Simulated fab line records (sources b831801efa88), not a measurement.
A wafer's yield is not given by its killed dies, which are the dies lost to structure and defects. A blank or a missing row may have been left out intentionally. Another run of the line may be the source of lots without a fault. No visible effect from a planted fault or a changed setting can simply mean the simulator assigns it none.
Chamber matching + flow sky130 + rie-diel-03 running SKY_POLY_GATE_ETCH_15: 4 sister chambers
The step etches BARC in N2/H2, stops on SiO2, time 118.5 s, target depth 110 nm. 17 wafers are shown with their chamber, then 8 later ones without.

EACH WAFER AND ITS CHAMBER
| wafer  | chamber | drypump-motor-current-A (A) | run-length-s (s) | throttle-valve-pct (%) |
|--------|---------|-----------------------------|------------------|------------------------|
| L104.1 | 1       | 6.1                         | 146.5            | 13.212                 |
| L104.5 | 1       | 6.1                         | 146.5            | 13.213                 |
| L104.6 | 0       | 5.3                         | 147.8            | 13.213                 |
| L105.2 | 0       | 5.3                         | 147.8            | 13.202                 |
| L105.3 | 1       | 6.2                         | 146.6            | 13.216                 |
| L105.4 | 2       | 6.4                         | 146.5            | 13.196                 |
| L106.3 | 2       | 6.4                         | 146.7            | 13.200                 |
| L106.4 | 1       | 6.2                         | 146.8            | 13.207                 |
| L106.6 | 1       | 6.2                         | 146.7            | 13.214                 |
| L114.2 | 1       | 6.1                         | 146.8            | 13.206                 |
| L116.2 | 2       | 6.3                         | 146.6            | 13.209                 |
| L117.2 | 1       | 6.1                         | 147.3            | 13.216                 |
| L117.5 | 0       | 5.3                         | 147.3            | 13.204                 |
| L123.2 | 0       | 5.3                         | 147.4            | 13.226                 |
| L123.4 | 1       | 6.2                         | 146.7            | 13.224                 |
| L123.6 | 3       | 5.9                         | 146.4            | 13.218                 |
| L124.2 | 0       | 5.3                         | 147.4            | 13.221                 |

SIGNATURES (averages over the wafers above)
| reading                 | chamber 0 | chamber 1 | chamber 2 | chamber 3 | scatter within a chamber |
|-------------------------|-----------|-----------|-----------|-----------|--------------------------|
| drypump-motor-current-A | 5.300     | 6.150     | 6.367     | 5.900     | 0.0453                   |
| run-length-s            | 147.540   | 146.738   | 146.600   | 146.400   | 0.234                    |
| throttle-valve-pct      | 13.21320  | 13.21350  | 13.20167  | 13.21800  | 0.00758                  |
Rule: a wafer lies at a distance from a chamber equal to the root of the sum of squares, over the readings, of (its reading less the chamber's mean, divided by the reading's scatter). If the next closest chamber is less than 2 further off than the closest, the wafer can't be placed; otherwise it belongs to the closest. How the scatter is found: for the shown wafers, subtract from each reading the mean of its chamber, square and add these, divide the total by (wafers less chambers), then take the root.

WAFERS WHOSE CHAMBER IS MISSING
| wafer  | drypump-motor-current-A (A) | run-length-s (s) | throttle-valve-pct (%) |
|--------|-----------------------------|------------------|------------------------|
| L124.3 | 6.2                         | 147.1            | 13.224                 |
| L124.5 | 5.9                         | 146.9            | 13.212                 |
| L125.1 | 5.2                         | 147.2            | 13.215                 |
| L125.3 | 6.4                         | 147.3            | 13.220                 |
| L125.4 | 6.2                         | 146.8            | 13.203                 |
| L127.1 | 5.9                         | 146.9            | 13.213                 |
| L127.2 | 6.4                         | 146.7            | 13.209                 |
| L127.6 | 5.9                         | 147.0            | 13.224                 |

WHICH CHAMBER EACH ONE RAN IN
| wafer  | from the rows above     | in truth |
|--------|-------------------------|----------|
| L124.3 | 1                       | 1        |
| L124.5 | 3                       | 3        |
| L125.1 | 0                       | 0        |
| L125.3 | 2                       | 2        |
| L125.4 | can't be placed: 1 or 2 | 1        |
| L127.1 | 3                       | 3        |
| L127.2 | 2                       | 2        |
| L127.6 | 3                       | 3        |
7 of 8 placed correctly. Can't be placed from these rows: 1 (the true chamber is among the candidates in 1). Placed wrongly: 0.
